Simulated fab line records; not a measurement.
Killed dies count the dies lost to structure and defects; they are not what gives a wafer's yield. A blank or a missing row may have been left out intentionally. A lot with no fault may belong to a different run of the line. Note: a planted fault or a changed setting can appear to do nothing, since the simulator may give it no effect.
Which tool was responsible? | flow gf180mcu | 15 lots, 42 wafers sampled, at 5 steps of a route of 602

WHAT THE GAUGES READ, wafer by wafer
GF_NSD_CD_MEAS_07 targets a cd of 400 nm.
lot  | measured     | on        | cd_nm (nm)
L800 | day 13 11:13 | cd_sem-01 | 401.5 401.9 401.2
L801 | day 13 22:16 | cd_sem-02 | 401.9 400.7 402.0
L802 | day 14 03:05 | cd_sem-02 | 397.8 400.3 398.0
L804 | day 14 20:49 | cd_sem-02 | 399.2 399.1 399.7
L805 | day 15 01:40 | cd_sem-02 | 396.8 397.6 396.3
L806 | day 15 14:50 | cd_sem-02 | 401.7 402.9 401.3
L807 | day 15 19:10 | cd_sem-02 | 401.0 402.6 403.6
L808 | day 15 23:02 | cd_sem-02 | 398.8 397.7 399.5
L810 | day 16 21:10 | cd_sem-02 | 400.2 402.4 401.6
L812 | day 17 11:19 | cd_sem-02 | 401.3 400.8 400.8
L813 | day 17 23:33 | cd_sem-01 | 397.5 399.8 399.5
L814 | day 18 04:07 | cd_sem-01 | 398.1 396.5
L819 | day 20 00:04 | cd_sem-01 | 401.5 398.5
L820 | day 20 08:10 | cd_sem-02 | 401.7 402.7
L823 | day 21 13:17 | cd_sem-01 | 399.7 399.3 400.8

TOOL THAT RAN EACH LOT (tool first, then ch and the chambers of the sampled wafers, then the start)
lot  | GF_STI_ETCH_14                  | GF_STI_STRIP_15                     | GF_POLY_GATE_ETCH_12               | GF_POLY_GATE_STRIP_14
L800 | rie_si-02 ch 0,1,3, day 2 02:10 | plasma_asher-01 ch 0,1, day 2 02:14 | rie_diel-02 ch 1,2,3, day 9 07:40  | plasma_asher-04 ch 0,1, day 9 07:46
L801 | rie_si-01 ch 1,3, day 2 06:07   | plasma_asher-01 ch 0,1, day 2 06:13 | rie_diel-02 ch 0,2, day 9 16:44    | plasma_asher-01 ch 0,1, day 9 16:52
L802 | rie_si-01 ch 1,2,3, day 2 12:05 | plasma_asher-01 ch 0,1, day 2 12:09 | rie_diel-04 ch 0,3, day 9 21:32    | plasma_asher-04 ch 0,1, day 9 21:38
L804 | rie_si-02 ch 1,2, day 2 22:04   | plasma_asher-02 ch 1, day 2 22:09   | rie_diel-02 ch 0,1,3, day 10 12:46 | plasma_asher-04 ch 0,1, day 10 12:52
L805 | rie_si-02 ch 2,3, day 3 03:10   | plasma_asher-02 ch 0,1, day 3 03:14 | rie_diel-02 ch 0,1,3, day 10 18:19 | plasma_asher-04 ch 0,1, day 10 18:25
L806 | rie_si-02 ch 0,2,3, day 3 09:40 | plasma_asher-04 ch 0, day 3 09:45   | rie_diel-02 ch 1,2,3, day 11 02:14 | plasma_asher-04 ch 0,1, day 11 02:20
L807 | rie_si-02 ch 0,2,3, day 3 15:31 | plasma_asher-04 ch 0,1, day 3 15:36 | rie_diel-04 ch 2,3, day 11 07:44   | plasma_asher-01 ch 1, day 11 07:50
L808 | rie_si-01 ch 0,2,3, day 3 18:22 | plasma_asher-01 ch 0,1, day 3 18:26 | rie_diel-01 ch 0,1, day 11 11:19   | plasma_asher-02 ch 0,1, day 11 11:25
L810 | rie_si-01 ch 0,1,3, day 4 06:25 | plasma_asher-04 ch 0,1, day 4 06:30 | rie_diel-02 ch 0,2,3, day 12 05:38 | plasma_asher-04 ch 0,1, day 12 05:44
L812 | rie_si-02 ch 0,2,3, day 4 16:58 | plasma_asher-01 ch 0,1, day 4 17:03 | rie_diel-02 ch 0,2,3, day 12 18:35 | plasma_asher-04 ch 0,1, day 12 18:41
L813 | rie_si-02 ch 0,3, day 4 22:20   | plasma_asher-02 ch 0,1, day 4 22:27 | rie_diel-01 ch 0,2,3, day 13 05:49 | plasma_asher-02 ch 0,1, day 13 05:57
L814 | rie_si-02 ch 0,2, day 5 01:46   | plasma_asher-01 ch 1, day 5 01:53   | rie_diel-04 ch 0,3, day 13 08:22   | plasma_asher-02 ch 0, day 13 08:41
L819 | rie_si-02 ch 0,2, day 6 03:31   | plasma_asher-02 ch 0, day 6 03:36   | rie_diel-01 ch 0,2, day 14 20:43   | plasma_asher-01 ch 0, day 14 20:49
L820 | rie_si-02 ch 1,3, day 6 09:43   | plasma_asher-04 ch 0,1, day 6 09:47 | rie_diel-01 ch 0,3, day 15 06:52   | plasma_asher-01 ch 0,1, day 15 06:58
L823 | rie_si-01 ch 0,3, day 7 00:55   | plasma_asher-02 ch 0,1, day 7 01:00 | rie_diel-04 ch 0,1,3, day 16 08:37 | plasma_asher-04 ch 0,1, day 16 08:43
- GF_STI_ETCH_14: etches Si in HBr/Cl2/O2, target depth 360 nm, time 102.9 s.
- GF_STI_STRIP_15: strips in O2/N2.
- GF_POLY_GATE_ETCH_12: etches BARC in N2/H2.
- GF_POLY_GATE_STRIP_14: strips in O2/N2.

WHAT THE TOOLS THEMSELVES READ (means of the sampled wafers that have a number; where no wafer has one, the mark that the record gives instead)
GF_STI_ETCH_14.
lot  | tool      | drypump_motor_current_A (A) | oes_product_au (a.u.) | run_length_s (s) | throttle_valve_pct (%)
L800 | rie_si-02 | 5.5                         | 1.006                 | 131.3            | 25.650
L801 | rie_si-01 | 5.5                         | 1.006                 | 131.2            | 25.650
L802 | rie_si-01 | 5.5                         | 1.006                 | 131.1            | 25.651
L804 | rie_si-02 | 5.6                         | 1.014                 | 131.0            | 25.648
L805 | rie_si-02 | 5.8                         | 0.996                 | 130.6            | 25.657
L806 | rie_si-02 | 5.5                         | 1.013                 | 130.7            | 25.647
L807 | rie_si-02 | 5.5                         | 1.011                 | 130.5            | 25.648
L808 | rie_si-01 | 5.9                         | 1.001                 | 131.1            | 25.652
L810 | rie_si-01 | 5.9                         | 1.002                 | 131.0            | 25.652
L812 | rie_si-02 | 5.5                         | 1.011                 | 130.8            | 25.649
L813 | rie_si-02 | 5.4                         | 1.019                 | 130.7            | 25.646
L814 | rie_si-02 | 5.3                         | 1.016                 | 110.2            | 25.652
L819 | rie_si-02 | 5.3                         | 1.008                 | 110.2            | 25.656
L820 | rie_si-02 | 5.7                         | 1.002                 | 90.5             | 25.657
L823 | rie_si-01 | 5.9                         | 1.014                 | 131.0            | 25.645

GF_STI_STRIP_15.
lot  | tool            | drypump_motor_current_A (A) | heater_power_w (W) | oes_product_au (a.u.) | strip_time_to_endpoint_s (s)
L800 | plasma_asher-01 | 5.8                         | 310                | 0.382                 | 3.70
L801 | plasma_asher-01 | 5.8                         | 313                | 0.388                 | 3.76
L802 | plasma_asher-01 | 6.0                         | 311                | 0.379                 | 3.70
L804 | plasma_asher-02 | 5.7                         | 315                | 0.389                 | 3.69
L805 | plasma_asher-02 | 6.0                         | 323                | 0.385                 | 3.72
L806 | plasma_asher-04 | 6.1                         | 339                | 0.379                 | 3.71
L807 | plasma_asher-04 | 5.7                         | 308                | 0.380                 | 3.68
L808 | plasma_asher-01 | 6.0                         | 314                | 0.385                 | 3.78
L810 | plasma_asher-04 | 5.9                         | 326                | 0.387                 | 3.71
L812 | plasma_asher-01 | 5.8                         | 311                | 0.383                 | 3.72
L813 | plasma_asher-02 | 6.2                         | 324                | 0.381                 | 3.70
L814 | plasma_asher-01 | 6.1                         | 312                | 0.396                 | 3.95
L819 | plasma_asher-02 | 6.5                         | 330                | 0.392                 | 3.95
L820 | plasma_asher-04 | 5.8                         | 316                | 0.401                 | 4.19
L823 | plasma_asher-02 | 6.0                         | 316                | 0.381                 | 3.67

GF_POLY_GATE_ETCH_12.
lot  | tool        | drypump_motor_current_A (A) | oes_product_au (a.u.) | throttle_valve_pct (%)
L800 | rie_diel-02 | 5.7                         | 0.731                 | 13.214
L801 | rie_diel-02 | 4.9                         | 0.738                 | 13.220
L802 | rie_diel-04 | 5.5                         | 0.735                 | 13.215
L804 | rie_diel-02 | 5.6                         | 0.740                 | 13.222
L805 | rie_diel-02 | 5.5                         | 0.733                 | 13.212
L806 | rie_diel-02 | 5.7                         | 0.736                 | 13.210
L807 | rie_diel-04 | 5.7                         | 0.734                 | 13.213
L808 | rie_diel-01 | 4.9                         | 0.738                 | 13.215
L810 | rie_diel-02 | 5.3                         | 0.735                 | 13.213
L812 | rie_diel-02 | 5.3                         | 0.738                 | 13.209
L813 | rie_diel-01 | 5.7                         | 0.733                 | 13.212
L814 | rie_diel-04 | 5.6                         | 0.738                 | 13.207
L819 | rie_diel-01 | 5.4                         | 0.739                 | 13.214
L820 | rie_diel-01 | 5.7                         | 0.736                 | 13.204
L823 | rie_diel-04 | 5.8                         | 0.732                 | 13.217

GF_POLY_GATE_STRIP_14.
lot  | tool            | drypump_motor_current_A (A) | heater_power_w (W) | oes_product_au (a.u.)
L800 | plasma_asher-04 | 5.7                         | 302                | 0.504
L801 | plasma_asher-01 | 6.0                         | 316                | 0.507
L802 | plasma_asher-04 | 5.7                         | 303                | 0.507
L804 | plasma_asher-04 | 5.7                         | 304                | 0.501
L805 | plasma_asher-04 | 5.7                         | 303                | 0.509
L806 | plasma_asher-04 | 5.9                         | 327                | 0.507
L807 | plasma_asher-01 | 6.1                         | 313                | 0.508
L808 | plasma_asher-02 | 5.9                         | 324                | 0.497
L810 | plasma_asher-04 | 5.7                         | 305                | 0.509
L812 | plasma_asher-04 | 5.9                         | 322                | 0.503
L813 | plasma_asher-02 | 6.2                         | 319                | 0.503
L814 | plasma_asher-02 | 6.5                         | 331                | 0.506
L819 | plasma_asher-01 | 5.7                         | 316                | 0.507
L820 | plasma_asher-01 | 5.9                         | 316                | 0.502
L823 | plasma_asher-04 | 5.9                         | 319                | 0.505

THE ANSWER, worked out from the rows above alone
Rule: the usual values come from the lots themselves. Put in order of their means at a reading, lots are off if they are a third of the lots or fewer, leave a main group of 4 or more, and stand apart from it by a gap of 3 or more times the standard deviation of the main group's means; of several such gaps the widest counts. A main group whose means are all the same, to the digits that the tables above print for the reading, isn't used. A lot without any number at a reading at which 4 lots or more have one is off too. All remaining lots with rows at the step are treated as sound. After the gauges, taken in route order, come the tools' own readings; for these a lot's mean is taken, as printed above. The first step at which some lot is off is used, and at that step the reading that is off furthest; a lot without a number counts as furthest.
Off at GF_STI_ETCH_14 (run_length_s): L814, L819, L820. Mean 130.9 s and standard deviation 0.24 in the main group.
If a tool, at that step or one of the process steps before it, ran each lot that is off and ran no sound lot following the first of them, it fits. One candidate fits, namely rie_si-02 at GF_STI_ETCH_14. Its last sound lot is L813 (day 4 22:20), its first lot that is off L814 (day 5 01:46): a fault that began between those two fits.
The tool's own readings at GF_STI_ETCH_14 bear it out: on the lots that are off they differ by more than 5 times the standard deviation of the sound lots' means. run_length_s reads 103.6 s there against 130.9 s on the sound lots.

WHAT THE SIMULATOR HAD PUT IN
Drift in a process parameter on rie_si-02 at GF_STI_ETCH_14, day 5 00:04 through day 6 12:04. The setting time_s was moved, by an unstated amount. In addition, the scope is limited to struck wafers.
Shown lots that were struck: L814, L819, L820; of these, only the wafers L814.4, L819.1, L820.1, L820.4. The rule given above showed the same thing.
